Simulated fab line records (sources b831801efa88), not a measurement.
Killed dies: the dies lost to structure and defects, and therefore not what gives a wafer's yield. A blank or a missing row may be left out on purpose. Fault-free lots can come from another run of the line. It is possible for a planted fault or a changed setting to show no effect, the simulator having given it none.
fab line records    flow sky130
record lots=6  wafers=18  last_day=50
route steps=708 shown PWDE@52 NWELL@56 PAD_OPEN@708
lots that met no fault: taken from a fault-free run of the same line
start_h: start of the lot's first displayed wafer, in hours after the record's first day    wait_h: hours from the lot's prior step to this one    " same as the row above    L1.1+2: several wafers, shown together as one row    - no value, or no start given    * or withheld: withheld    < > ~ a bound
route shown NAME@n: names a module that has steps shown in the file, with the first one's number in the route    usual: the fault-free wafers' mean and standard deviation    same: alike in all rows    chamber/n: place in a boat    sites: per-site readings    _std_site: their standard deviation    _edge_site: the outer-site mean with the inner-site mean subtracted    radius_mm: how far each site lies from the wafer's centre    mask NAME#n: copy n    behind: the tool/chamber that last shaped the wafer    hold: why the lot was held/for how many hours/how that ended    device: whichever transistor did not switch (one of n, p or np)    end of line: the route-end tests of the same wafers    a step given without rows: its recipe and nothing more    killed: the dies lost at the first sort to structure and to defects; this is not the yield of the wafer    map: the dies of a wafer, with x for killed, . for not killed, _ for no die there
set.NAME: the setting the step ran with; set.NAME@STEP: the setting that earlier step ran with    model.NAME: the simulator's own value behind a step, which no gauge read
a table for each step, a row for each wafer; lots at some steps of the route
services: when a tool's chamber went out of use (start_h, in hours from the record's first day, below 0 if earlier), for how many hours, and the reason
## steps
# step SKY_PWDE_OVL_MEAS_07
# usual PWDE_OVL=0.4/1.4
lot.wafer  tool        chamber  start_h  wait_h  PWDE_OVL[nm]
L100.2     overlay-01  -        78.93    -       -0.6
L100.3     "           -        "        "       -0.3
L100.4     "           -        "        "       0.4
L101.1     overlay-01  -        85.81    -       -0.7
L101.3     "           -        "        "       0.7
L101.6     "           -        "        "       0.8
L116.1     overlay-01  -        171.86   -       0.6
L116.2     "           -        "        "       -0.3
L116.6     "           -        "        "       0.5
L117.3     overlay-02  -        179.85   -       2.5
L117.4     "           -        "        "       1.4
L117.6     "           -        "        "       1.9
L118.1     overlay-01  -        181.52   -       -0.7
L118.2     "           -        "        "       -0.4
L118.6     "           -        "        "       0.9
L121.1     overlay-02  -        197.86   -       -0.6
L121.4     "           -        "        "       -1.3
L121.6     "           -        "        "       0.6
# step SKY_PWDE_IMPLANT_08
# recipe species=B  energy_kev=150  dose_cm2=3.6e+12  tilt_deg=withheld
# step SKY_PWDE_STRIP_09
# recipe chemistry=O2/N2  power_w=1400  pressure_mtorr=1500  platen_temp_c=withheld  o2_flow_sccm=3000  n2_flow_sccm=300  overash_fraction=0.5
# usual chamber_pressure_mTorr=1500.1/1.5  drypump_motor_current_A=6.1/0.35  oes_product_au=0.722/0.0043  strip_time_to_endpoint_s=36.91/0.11
lot.wafer  tool             chamber  start_h  wait_h  chamber_pressure_mTorr  drypump_motor_current_A  oes_product_au  rf_hours_counter_h  strip_time_to_endpoint_s
L100.2     plasma_asher-01  1        79.11    0.1     1499.8                  6.5                      0.728           39                  36.84
L100.3     "                0        "        "       1500.1                  6.2                      0.733           -                   36.79
L100.4     "                1        "        "       1499.3                  6.5                      0.719           -                   36.80
L101.1     plasma_asher-02  1        86.00    0.1     1497.7                  6.0                      0.723           39                  36.83
L101.3     "                0        "        "       1502.5                  5.6                      0.720           -                   36.88
L101.6     "                0        "        "       1498.0                  5.6                      0.725           -                   36.90
L116.1     plasma_asher-03  1        172.05   0.1     1497.9                  5.9                      0.722           38                  36.58
L116.2     "                0        "        "       1499.7                  5.5                      0.725           38                  36.67
L116.6     "                0        "        "       1499.4                  5.5                      0.727           -                   36.69
L117.3     plasma_asher-02  0        180.06   0.1     1499.2                  5.6                      0.721           -                   36.83
L117.4     "                1        "        "       1497.3                  6.0                      0.719           -                   36.99
L117.6     "                1        "        "       1502.0                  6.0                      0.717           -                   36.86
L118.1     plasma_asher-01  0        181.70   0.1     1501.9                  6.3                      0.725           7                   37.02
L118.2     "                1        "        "       1504.3                  6.5                      0.717           7                   37.04
L118.6     "                1        "        "       1501.4                  6.5                      0.717           -                   37.00
L121.1     plasma_asher-02  0        198.05   0.1     1501.3                  5.6                      0.723           48                  36.96
L121.4     "                1        "        "       1500.6                  6.0                      0.716           -                   36.97
L121.6     "                1        "        "       1502.2                  6.0                      0.721           -                   37.00
# step SKY_PWDE_TW_MEAS_10
# usual PWDE_TW=373.3/2.4
lot.wafer  tool           chamber  start_h  wait_h  PWDE_TW
L100.2     film_metro-03  -        79.22    0.1     373.6
L100.3     "              -        "        "       375.0
L100.4     "              -        "        "       376.1
L101.1     film_metro-03  -        86.10    0.1     374.9
L101.3     "              -        "        "       372.1
L101.6     "              -        "        "       370.8
L116.1     film_metro-02  -        172.15   0.1     370.4
L116.2     "              -        "        "       368.0
L116.6     "              -        "        "       369.2
L117.3     film_metro-02  -        180.14   0.1     368.6
L117.4     "              -        "        "       369.1
L117.6     "              -        "        "       367.9
L118.1     film_metro-03  -        181.80   0.1     371.5
L118.2     "              -        "        "       371.8
L118.6     "              -        "        "       372.4
L121.1     film_metro-03  -        198.15   0.1     374.2
L121.4     "              -        "        "       374.1
L121.6     "              -        "        "       373.9
# step SKY_NWELL_DEHYDRATE_03
# recipe temp_c=200  time_s=60
# step SKY_NWELL_HMDS_04
# recipe prime_time_s=60  prime_temp_c=120
# step SKY_NWELL_COAT_05
# recipe spin_rpm=2000  resist_thk_nm=3000
# step SKY_NWELL_SOFTBAKE_06
# recipe temp_c=110  time_s=withheld
# step SKY_NWELL_EXPOSE_07
# recipe mask_id=NWM  na=0.6  source_shape=conventional  sigma_outer=0.6  polarization=unpolarized  target_cd_nm=840  dose_mj=255
# step SKY_NWELL_PEB_08
# recipe temp_c=115  time_s=withheld
# step SKY_NWELL_DEVELOP_09
# recipe wall_angle_deg=90  developer=TMAH  develop_time_s=60  dev_temp_c=23
# step SKY_NWELL_OVL_MEAS_10
# usual NWELL_00_OVL=-0.2/1.5
lot.wafer  tool        chamber  start_h  wait_h  NWELL_00_OVL[nm]
L100.2     overlay-02  -        96.10    -       -0.6
L100.3     "           -        "        "       -1.2
L100.4     "           -        "        "       -2.4
L101.1     overlay-01  -        102.84   -       0.8
L101.3     "           -        "        "       0.1
L101.6     "           -        "        "       2.2
L116.1     overlay-02  -        192.69   -       -0.3
L116.2     "           -        "        "       -0.7
L116.6     "           -        "        "       -2.0
L117.3     overlay-01  -        200.80   -       0.1
L117.4     "           -        "        "       -0.6
L117.6     "           -        "        "       2.0
L118.1     overlay-01  -        202.72   -       -0.2
L118.2     "           -        "        "       -0.6
L118.6     "           -        "        "       2.0
L121.1     overlay-02  -        219.24   -       -1.5
L121.4     "           -        "        "       -0.9
L121.6     "           -        "        "       -1.0
# step SKY_NWELL_IMPLANT_11
# recipe species=P  energy_kev=400  dose_cm2=1.9e+13  tilt_deg=withheld
# usual dose_ions_cm2=1.9e+13/1.9e+10  faraday_current_uA=107.0/2.1
lot.wafer  tool          chamber  start_h  wait_h  dose_ions_cm2  faraday_current_uA
L100.2     implanter-03  0        96.27    0.2     1.8996e+13     106.5
L100.3     "             0        "        "       1.9023e+13     109.9
L100.4     "             0        "        "       1.9001e+13     110.4
L101.1     implanter-04  0        102.87   0.0     1.8988e+13     107.9
L101.3     "             0        "        "       1.8993e+13     108.4
L101.6     "             0        "        "       1.9001e+13     107.6
L116.1     implanter-03  0        192.72   0.0     1.2818e+13     73.1
L116.2     "             0        "        "       1.2804e+13     71.4
L116.6     "             0        "        "       1.2821e+13     71.9
L117.3     implanter-03  0        200.87   0.1     1.2837e+13     69.0
L117.4     "             0        "        "       1.2849e+13     72.3
L117.6     "             0        "        "       1.2844e+13     74.7
L118.1     implanter-02  0        202.75   0.0     1.8995e+13     105.2
L118.2     "             0        "        "       1.8987e+13     107.6
L118.6     "             0        "        "       1.8993e+13     103.9
L121.1     implanter-02  0        219.27   0.0     1.9e+13        106.7
L121.4     "             0        "        "       1.8973e+13     105.5
L121.6     "             0        "        "       1.9016e+13     109.5
# step SKY_NWELL_IMPLANT_12
# recipe species=P  energy_kev=120  dose_cm2=1.3e+12  tilt_deg=withheld
# step SKY_NWELL_IMPLANT_13
# recipe species=P  energy_kev=50  dose_cm2=7e+11  tilt_deg=withheld
# step SKY_NWELL_STRIP_14
# recipe chemistry=O2/N2  power_w=1400  pressure_mtorr=1500  platen_temp_c=withheld  o2_flow_sccm=3000  n2_flow_sccm=300  overash_fraction=0.5
# usual chamber_pressure_mTorr=1500.1/1.3  drypump_motor_current_A=6.0/0.4  oes_product_au=0.722/0.0043  strip_time_to_endpoint_s=36.93/0.096
lot.wafer  tool             chamber  start_h  wait_h  chamber_pressure_mTorr  drypump_motor_current_A  oes_product_au  rf_hours_counter_h  strip_time_to_endpoint_s
L100.2     plasma_asher-01  1        96.69    0.1     1499.2                  6.5                      0.716           41                  37.01
L100.3     "                0        "        "       1499.6                  6.3                      0.716           -                   36.92
L100.4     "                1        "        "       1497.4                  6.4                      0.722           -                   36.99
L101.1     plasma_asher-01  0        103.32   0.1     1498.4                  6.3                      0.718           41                  37.00
L101.3     "                1        "        "       1499.3                  6.5                      0.715           -                   37.00
L101.6     "                0        "        "       1500.6                  6.3                      0.722           -                   36.95
L116.1     plasma_asher-04  1        193.17   0.1     1499.2                  6.0                      0.713           53                  37.00
L116.2     "                0        "        "       1500.9                  5.2                      0.721           53                  36.97
L116.6     "                0        "        "       1500.8                  5.3                      0.720           -                   36.91
L117.3     plasma_asher-01  0        201.31   0.1     1498.4                  6.2                      0.724           -                   37.12
L117.4     "                1        "        "       1499.4                  6.5                      0.720           -                   36.99
L117.6     "                1        "        "       1499.6                  6.5                      0.723           -                   37.05
L118.1     plasma_asher-01  1        203.20   0.1     1501.0                  6.5                      0.723           9                   36.77
L118.2     "                0        "        "       1500.2                  6.3                      0.726           9                   36.73
L118.6     "                1        "        "       1502.6                  6.5                      0.718           -                   36.80
L121.1     plasma_asher-02  0        219.72   0.1     1499.0                  5.6                      0.726           50                  36.84
L121.4     "                1        "        "       1503.1                  6.0                      0.727           -                   36.93
L121.6     "                1        "        "       1499.1                  6.0                      0.723           -                   36.88
# step SKY_NWELL_TW_MEAS_15
# usual NWELL_TW=1820/9.2
lot.wafer  tool           chamber  start_h  wait_h  NWELL_TW
L100.2     film_metro-04  -        96.80    0.1     1829
L100.3     "              -        "        "       1837
L100.4     "              -        "        "       1830
L101.1     film_metro-02  -        103.42   0.1     1802
L101.3     "              -        "        "       1806
L101.6     "              -        "        "       1814
L116.1     film_metro-02  -        193.27   0.1     1608
L116.2     "              -        "        "       1608
L116.6     "              -        "        "       1609
L117.3     film_metro-03  -        201.39   0.1     1620
L117.4     "              -        "        "       1618
L117.6     "              -        "        "       1613
L118.1     film_metro-03  -        203.30   0.1     1833
L118.2     "              -        "        "       1831
L118.6     "              -        "        "       1832
L121.1     film_metro-04  -        219.82   0.1     1831
L121.4     "              -        "        "       1821
L121.6     "              -        "        "       1830
# step SKY_NWELL_DEHYDRATE_16
# recipe temp_c=200  time_s=60
# step SKY_NWELL_HMDS_17
# recipe prime_time_s=60  prime_temp_c=120
# step SKY_NWELL_COAT_18
# recipe spin_rpm=2000  resist_thk_nm=3000
# step SKY_NWELL_SOFTBAKE_19
# recipe temp_c=110  time_s=withheld
# step SKY_NWELL_EXPOSE_20
# recipe mask_id=NWM_COMPLEMENT  na=0.6  source_shape=conventional  sigma_outer=0.6  polarization=unpolarized  target_cd_nm=840  dose_mj=260
# step SKY_NWELL_PEB_21
# recipe temp_c=115  time_s=withheld
# step SKY_NWELL_DEVELOP_22
# recipe wall_angle_deg=90  developer=TMAH  develop_time_s=60  dev_temp_c=23
# step SKY_NWELL_OVL_MEAS_23
# usual NWELL_01_OVL=-0.1/1.2
lot.wafer  tool        chamber  start_h  wait_h  NWELL_01_OVL[nm]
L100.2     overlay-01  -        113.58   -       -2.0
L100.3     "           -        "        "       -2.8
L100.4     "           -        "        "       -3.0
L101.1     overlay-01  -        120.59   -       0.1
L101.3     "           -        "        "       -0.4
L101.6     "           -        "        "       1.2
L116.1     overlay-02  -        214.94   -       3.1
L116.2     "           -        "        "       2.0
L116.6     "           -        "        "       1.8
L117.3     overlay-02  -        223.58   -       2.2
L117.4     "           -        "        "       0.8
L117.6     "           -        "        "       0.7
L118.1     overlay-01  -        225.44   -       1.6
L118.2     "           -        "        "       2.3
L118.6     "           -        "        "       1.5
L121.1     overlay-01  -        242.29   -       1.5
L121.4     "           -        "        "       -0.9
L121.6     "           -        "        "       -0.6
# step SKY_NWELL_IMPLANT_24
# recipe species=B  energy_kev=140  dose_cm2=9.2e+12  tilt_deg=withheld
# step SKY_NWELL_STRIP_25
# recipe chemistry=O2/N2  power_w=1400  pressure_mtorr=1500  platen_temp_c=withheld  o2_flow_sccm=3000  n2_flow_sccm=300  overash_fraction=0.5
# usual chamber_pressure_mTorr=1500.1/1.3  drypump_motor_current_A=5.8/0.39  oes_product_au=0.722/0.0053  strip_time_to_endpoint_s=36.97/0.096
lot.wafer  tool             chamber  start_h  wait_h  chamber_pressure_mTorr  drypump_motor_current_A  oes_product_au  rf_hours_counter_h  strip_time_to_endpoint_s
L100.2     plasma_asher-04  0        113.76   0.1     1500.3                  5.3                      0.709           44                  36.92
L100.3     "                1        "        "       1502.0                  5.9                      0.724           -                   36.98
L100.4     "                0        "        "       1500.8                  5.3                      0.719           -                   36.94
L101.1     plasma_asher-01  0        120.77   0.1     1500.6                  6.2                      0.730           0                   36.87
L101.3     "                1        "        "       1500.5                  6.5                      0.721           -                   36.76
L101.6     "                1        "        "       1499.5                  6.5                      0.730           -                   36.88
L116.1     plasma_asher-04  1        215.12   0.1     1498.3                  6.0                      0.716           55                  37.04
L116.2     "                0        "        "       1499.2                  5.3                      0.714           55                  37.07
L116.6     "                0        "        "       1498.2                  5.3                      0.723           -                   37.09
L117.3     plasma_asher-02  0        223.79   0.1     1501.8                  5.6                      0.723           -                   36.90
L117.4     "                1        "        "       1499.3                  6.0                      0.731           -                   36.98
L117.6     "                0        "        "       1498.3                  5.6                      0.723           -                   36.95
L118.1     plasma_asher-02  1        225.62   0.1     1499.0                  6.0                      0.722           50                  36.99
L118.2     "                0        "        "       1497.6                  5.6                      0.735           50                  37.01
L118.6     "                0        "        "       1498.2                  5.6                      0.716           -                   37.00
L121.1     plasma_asher-01  0        242.47   0.1     1500.5                  6.3                      0.718           13                  37.11
L121.4     "                1        "        "       1500.8                  6.5                      0.722           -                   37.00
L121.6     "                0        "        "       1497.8                  6.3                      0.717           -                   37.09
# step SKY_NWELL_TW_MEAS_26
# usual NWELL_2_TW=495.7/3
lot.wafer  tool           chamber  start_h  wait_h  NWELL_2_TW
L100.2     film_metro-03  -        113.87   0.1     493.8
L100.3     "              -        "        "       492.3
L100.4     "              -        "        "       493.4
L101.1     film_metro-03  -        120.87   0.1     495.7
L101.3     "              -        "        "       497.4
L101.6     "              -        "        "       496.4
L116.1     film_metro-04  -        215.22   0.1     498.3
L116.2     "              -        "        "       499.7
L116.6     "              -        "        "       496.2
L117.3     film_metro-03  -        223.87   0.1     497.1
L117.4     "              -        "        "       497.4
L117.6     "              -        "        "       496.2
L118.1     film_metro-02  -        225.72   0.1     494.5
L118.2     "              -        "        "       494.6
L118.6     "              -        "        "       494.3
L121.1     film_metro-04  -        242.57   0.1     496.1
L121.4     "              -        "        "       493.1
L121.6     "              -        "        "       500.2
# step SKY_NWELL_CLEAN_27
# recipe chemistry=SC1/SC2  mix=1:4:20  temp_c=70  time_s=150  dry=n2_spin
# step SKY_NWELL_RTA_28
# recipe temp_c=1050  time_s=30  idle_temp_c=650  ramp_up_c_per_s=150  ramp_down_c_per_s=90  ambient=N2
# usual chamber_o2_ppm=2.002/0.02  lamp_power_pct=25.30/0.054  wafer_temp_C_max=1054.8/0.9
# same time_s=30
lot.wafer  tool           chamber  start_h  wait_h  chamber_o2_ppm  lamp_power_pct  wafer_temp_C_max
L100.2     rtp_anneal-01  0        113.98   0.0     1.993           25.30           1055.9
L100.3     "              0        "        "       1.972           25.46           1054.0
L100.4     "              0        "        "       2.038           25.22           1054.7
L101.1     rtp_anneal-01  0        120.99   0.0     1.956           25.30           1055.1
L101.3     "              0        "        "       1.976           25.26           1055.1
L101.6     "              0        "        "       1.996           25.30           1054.4
L116.1     rtp_anneal-02  0        215.34   0.0     2.034           25.27           1056.7
L116.2     "              0        "        "       2.007           25.33           1055.5
L116.6     "              0        "        "       1.991           25.35           1053.5
L117.3     rtp_anneal-01  0        224.00   0.0     2.021           25.29           1055.9
L117.4     "              0        "        "       2.021           25.22           1055.8
L117.6     "              0        "        "       2.018           25.27           1055.1
L118.1     rtp_anneal-02  0        225.83   0.0     2.006           25.32           1055.0
L118.2     "              0        "        "       1.995           25.26           1056.4
L118.6     "              0        "        "       1.995           25.31           1053.4
L121.1     rtp_anneal-01  0        242.69   0.0     1.997           25.26           1054.2
L121.4     "              0        "        "       1.987           25.28           1054.1
L121.6     "              0        "        "       2.038           25.33           1055.0
# step SKY_NWELL_RS_MEAS_29
# recipe thk_meas_gauge=four-point-probe
# usual NWELL_RS=625.0/1.6
lot.wafer  tool           chamber  start_h  wait_h  NWELL_RS[ohm/sq]
L100.2     film_metro-02  -        114.09   0.1     626.3
L100.3     "              -        "        "       624.6
L100.4     "              -        "        "       626.7
L101.1     film_metro-03  -        121.09   0.1     622.7
L101.3     "              -        "        "       626.2
L101.6     "              -        "        "       624.5
L116.1     film_metro-02  -        215.44   0.1     771.8
L116.2     "              -        "        "       773.9
L116.6     "              -        "        "       768.4
L117.3     film_metro-02  -        224.10   0.1     772.7
L117.4     "              -        "        "       773.0
L117.6     "              -        "        "       770.8
L118.1     film_metro-03  -        225.93   0.1     625.4
L118.2     "              -        "        "       624.3
L118.6     "              -        "        "       626.0
L121.1     film_metro-02  -        242.79   0.1     625.1
L121.4     "              -        "        "       626.2
L121.6     "              -        "        "       627.2
# step SKY_PAD_OPEN_PROBE_99
# usual killed_at_M0_to_M3=42/6.6  killed_at_M4_up=3.1/1.9  killed_at_contacts=25/5.7  killed_at_front_end=16/5  killed_at_other=0.2/0.38  killed_dies=86/9.6  killed_open=47/7.2  killed_short=39/6.2
# same gross_dies=492  killed_at_back_side=0
lot.wafer  tool       chamber  start_h  wait_h  killed_at_M0_to_M3  killed_at_M4_up  killed_at_contacts  killed_at_front_end  killed_at_other  killed_dies  killed_open  killed_short  model.etest.nfet_16v.r_on_ohm_um  model.etest.pfet_16v.r_on_ohm_um  model.etest.res_nwell.line_ohm_um  model.etest.res_nwell.rs_ohm_sq  model.etest.pfet_g5v0d10v5.r_on_ohm_um  model.etest.tip_p_5v.rs_ohm_sq  model.etest.res_iso_pwell.width_nm  model.etest.res_nwell.width_nm
L100.2     prober-01  -        1088.13  0.1     44                  6                27                  14                   0                91           43           48            1.4e+04                           1.501e+04                         1117                               921.9                            4698                                    2853                            2660                                835.8
L100.3     prober-01  -        1088.18  0.2     29                  3                20                  23                   1                76           37           39            1.402e+04                         1.528e+04                         1160                               944.5                            4652                                    2843                            2644                                835.9
L100.4     prober-01  -        1088.23  0.2     42                  1                14                  14                   0                71           38           33            1.419e+04                         1.515e+04                         1124                               936.1                            4679                                    2862                            2645                                829.9
L101.1     prober-02  -        1094.44  0.1     38                  3                26                  14                   0                81           44           37            1.415e+04                         1.509e+04                         1148                               954.9                            4799                                    2885                            2649                                835.2
L101.3     prober-02  -        1094.54  0.2     44                  2                21                  16                   0                83           38           45            1.411e+04                         1.499e+04                         1161                               963                              4777                                    2878                            2661                                830.6
L101.6     prober-02  -        1094.69  0.2     60                  3                27                  16                   0                106          61           45            1.416e+04                         1.509e+04                         1150                               961.5                            4781                                    2883                            2653                                832.2
L116.1     prober-01  -        1178.66  0.1     38                  5                20                  14                   0                77           47           30            1.585e+04                         1.508e+04                         1534                               1252                             4648                                    2811                            2672                                808.9
L116.2     prober-01  -        1178.71  0.1     38                  1                28                  15                   0                82           44           38            1.591e+04                         1.474e+04                         1506                               1208                             4702                                    2813                            2692                                802
L116.6     prober-01  -        1178.91  0.2     42                  3                19                  20                   1                85           46           39            1.583e+04                         1.484e+04                         1530                               1228                             4697                                    2803                            2676                                807.9
L117.3     prober-02  -        1189.86  0.2     51                  1                24                  24                   0                100          65           35            1.574e+04                         1.453e+04                         1489                               1213                             4694                                    2803                            2689                                801.2
L117.4     prober-02  -        1189.91  0.2     39                  3                24                  10                   1                77           45           32            1.582e+04                         1.477e+04                         1560                               1250                             4587                                    2800                            2688                                799.5
L117.6     prober-02  -        1190.01  0.2     44                  8                14                  16                   0                82           45           37            1.602e+04                         1.516e+04                         1572                               1267                             4691                                    2765                            2682                                803.5
L118.1     prober-01  -        1191.85  0.1     36                  6                23                  12                   0                77           41           36            1.413e+04                         1.542e+04                         1164                               976.8                            4643                                    2853                            2641                                839.9
L118.2     prober-01  -        1191.90  0.1     42                  5                25                  14                   0                86           46           40            1.417e+04                         1.504e+04                         1150                               964.1                            4637                                    2878                            2640                                841
L118.6     prober-01  -        1192.10  0.2     43                  2                32                  20                   0                97           49           48            1.416e+04                         1.502e+04                         1132                               947.2                            4629                                    2871                            2651                                834.5
L121.1     prober-02  -        1197.80  0.1     42                  2                25                  10                   1                80           47           33            1.392e+04                         1.486e+04                         1107                               926.5                            4709                                    2859                            2637                                831.4
L121.4     prober-02  -        1197.95  0.2     53                  3                22                  9                    0                87           40           47            1.401e+04                         1.537e+04                         1145                               959.1                            4776                                    2852                            2654                                835.2
L121.6     prober-02  -        1198.05  0.2     44                  5                21                  9                    0                79           39           40            1.403e+04                         1.508e+04                         1118                               939.3                            4846                                    2844                            2652                                828.7
# killed by level:class
L100.2 CONTACT:geometric_particle:open=9 VIA1:geometric_particle:open=8 VIA3:geometric_particle:open=6 LI_CONTACT:geometric_particle:short=5 VIA1:geometric_particle:short=5 VIA2:geometric_particle:open=5 METAL2:geometric_particle:short=5 METAL4:geometric_particle:short=5
L100.3 LI_CONTACT:geometric_particle:open=7 FIELD_ISO:geometric_particle:open=6 POLY_GATE:geometric_particle:open=5 POLY_GATE:geometric_particle:short=5 CONTACT:geometric_particle:open=5 METAL1:geometric_particle:short=5 VIA1:geometric_particle:short=5 METAL2:geometric_particle:short=5
L100.4 VIA1:geometric_particle:open=11 VIA3:geometric_particle:open=7 FIELD_ISO:geometric_particle:open=6 METAL1:geometric_particle:short=6 CONTACT:geometric_particle:open=5 METAL2:geometric_particle:short=5 CONTACT:geometric_particle:short=4 FIELD_ISO:geometric_particle:short=3
L101.1 FIELD_ISO:geometric_particle:open=8 CONTACT:geometric_particle:open=7 VIA2:geometric_particle:open=7 LI_CONTACT:geometric_particle:open=5 LOCAL_INTERCONNECT:geometric_particle:short=5 CONTACT:geometric_particle:short=5 VIA1:geometric_particle:short=5 VIA3:geometric_particle:short=5
L101.3 VIA2:geometric_particle:open=10 CONTACT:geometric_particle:open=9 METAL1:geometric_particle:short=8 VIA3:geometric_particle:open=8 POLY_GATE:geometric_particle:short=7 FIELD_ISO:geometric_particle:short=4 METAL3:geometric_particle:short=4 CONTACT:geometric_particle:short=4
L101.6 VIA1:geometric_particle:open=14 VIA3:geometric_particle:open=12 CONTACT:geometric_particle:open=9 METAL2:geometric_particle:short=8 LI_CONTACT:geometric_particle:open=7 FIELD_ISO:geometric_particle:open=5 LOCAL_INTERCONNECT:geometric_particle:short=5 METAL1:geometric_particle:short=5
L116.1 CONTACT:geometric_particle:open=14 VIA1:geometric_particle:open=10 VIA2:geometric_particle:open=6 VIA1:geometric_particle:short=5 VIA3:geometric_particle:open=4 FIELD_ISO:geometric_particle:open=3 FIELD_ISO:geometric_particle:short=3 METAL4:geometric_particle:short=3
L116.2 VIA1:geometric_particle:open=10 CONTACT:geometric_particle:short=8 VIA3:geometric_particle:open=8 CONTACT:geometric_particle:open=7 LI_CONTACT:geometric_particle:open=6 LOCAL_INTERCONNECT:geometric_particle:short=6 FIELD_ISO:geometric_particle:short=5 METAL1:geometric_particle:short=5
L116.6 VIA1:geometric_particle:open=9 METAL2:geometric_particle:short=7 LI_CONTACT:geometric_particle:open=6 CONTACT:geometric_particle:open=6 POLY_GATE:geometric_particle:open=5 METAL1:geometric_particle:open=5 FIELD_ISO:geometric_particle:open=4 POLY_GATE:geometric_particle:short=4
L117.3 VIA1:geometric_particle:open=14 VIA2:geometric_particle:open=11 LI_CONTACT:geometric_particle:open=10 CONTACT:geometric_particle:open=8 VIA1:geometric_particle:short=6 POLY_GATE:geometric_particle:open=5 FIELD_ISO:geometric_particle:open=4 POLY_GATE:geometric_particle:short=4
L117.4 CONTACT:geometric_particle:open=14 METAL1:geometric_particle:short=9 VIA1:geometric_particle:open=6 VIA3:geometric_particle:open=5 LI_CONTACT:geometric_particle:open=4 METAL2:geometric_particle:short=4 POLY_GATE:geometric_particle:open=3 VIA3:geometric_particle:short=3
L117.6 VIA2:geometric_particle:open=13 VIA3:geometric_particle:open=12 METAL4:geometric_particle:short=8 FIELD_ISO:geometric_particle:short=7 VIA1:geometric_particle:open=7 FIELD_ISO:geometric_particle:open=5 LOCAL_INTERCONNECT:geometric_particle:short=4 CONTACT:geometric_particle:open=4
L118.1 CONTACT:geometric_particle:short=8 LI_CONTACT:geometric_particle:open=7 VIA1:geometric_particle:open=7 VIA1:geometric_particle:short=6 CONTACT:geometric_particle:open=5 METAL1:geometric_particle:open=4 METAL4:geometric_particle:short=4 METAL2:geometric_particle:short=4
L118.2 CONTACT:geometric_particle:short=8 VIA1:geometric_particle:open=8 VIA3:geometric_particle:open=7 VIA2:geometric_particle:open=6 CONTACT:geometric_particle:open=6 METAL2:geometric_particle:short=5 VIA1:geometric_particle:short=4 POLY_GATE:geometric_particle:short=4
L118.6 VIA1:geometric_particle:open=10 LI_CONTACT:geometric_particle:open=9 CONTACT:geometric_particle:open=9 FIELD_ISO:geometric_particle:short=7 CONTACT:geometric_particle:short=7 VIA3:geometric_particle:open=7 METAL1:geometric_particle:short=6 POLY_GATE:geometric_particle:short=5
L121.1 VIA1:geometric_particle:open=11 CONTACT:geometric_particle:open=10 VIA3:geometric_particle:open=7 LI_CONTACT:geometric_particle:open=6 LOCAL_INTERCONNECT:geometric_particle:short=5 VIA2:geometric_particle:open=5 FIELD_ISO:geometric_particle:open=4 VIA1:geometric_particle:short=4
L121.4 VIA1:geometric_particle:open=12 METAL1:geometric_particle:short=11 METAL2:geometric_particle:short=7 VIA1:geometric_particle:short=7 VIA3:geometric_particle:open=7 CONTACT:geometric_particle:open=6 LI_CONTACT:geometric_particle:open=4 LOCAL_INTERCONNECT:geometric_particle:short=4
L121.6 VIA1:geometric_particle:open=10 METAL2:geometric_particle:short=9 CONTACT:geometric_particle:open=7 VIA1:geometric_particle:short=6 VIA2:geometric_particle:open=6 LOCAL_INTERCONNECT:geometric_particle:short=4 CONTACT:geometric_particle:short=4 METAL4:geometric_particle:short=4
## services
tool             chamber  start_h  hours  kind
implanter-04     -        66.48    1.0    repair
implanter-04     -        82.56    3.4    pm
plasma_asher-04  -        93.76    3.0    repair
implanter-04     -        94.99    2.5    repair
rtp_anneal-01    -        106.91   6.2    pm
plasma_asher-01  -        108.75   9.0    pm
plasma_asher-01  0        108.75   9.0    vent_cycle
plasma_asher-01  1        108.75   9.0    vent_cycle
implanter-04     -        112.71   2.5    pm
plasma_asher-01  0        117.75   -      clean
plasma_asher-01  1        117.75   -      clean
plasma_asher-02  -        118.22   33.8   repair
plasma_asher-04  -        145.26   1.1    repair
plasma_asher-01  -        175.24   3.8    repair
plasma_asher-03  -        194.18   3.4    repair
implanter-03     -        220.98   5.5    pm
implanter-04     -        230.15   12.5   pm
## key
first_sign step=SKY_NWELL_IMPLANT_11  reading=dose_ions_cm2  direction=down  sigmas=99+  usual=*  struck=*
effect step=SKY_NWELL_IMPLANT_11  reading=faraday_current_uA  direction=down  sigmas=17  usual=107.0  struck=72.1
effect step=SKY_NWELL_TW_MEAS_15  reading=NWELL_TW  direction=down  sigmas=23  usual=1820  struck=1613
effect step=SKY_NWELL_RS_MEAS_29  reading=NWELL_RS  direction=up  sigmas=90  usual=625.0  struck=771.8
model_effect step=SKY_PAD_OPEN_PROBE_99  value=etest.nfet_16v.r_on_ohm_um  without=1.417e+04  struck=1.586e+04
met_at SKY_NWELL_IMPLANT_11
struck_wafers L116.1,L116.2,L116.6,L117.3,L117.4,L117.6
tester_left_out L116,L117
onset_between 96.27 192.72
fault kind=process_parameter_drift  tool=implanter-03  chamber=-  onset_h=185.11  steps=SKY_NWELL_IMPLANT_11  channel=dose_cm2  offset=*  shape=step  end_h=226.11  acts_in=*  stated=*
# tester_left_out: of these lots the tester's yield and bins aren't shown, on N5 and GAA mostly nor the transistor test; their killed dies are dies lost to structure and defects alone, not to doping, threshold or leakage, so they don't give the yield
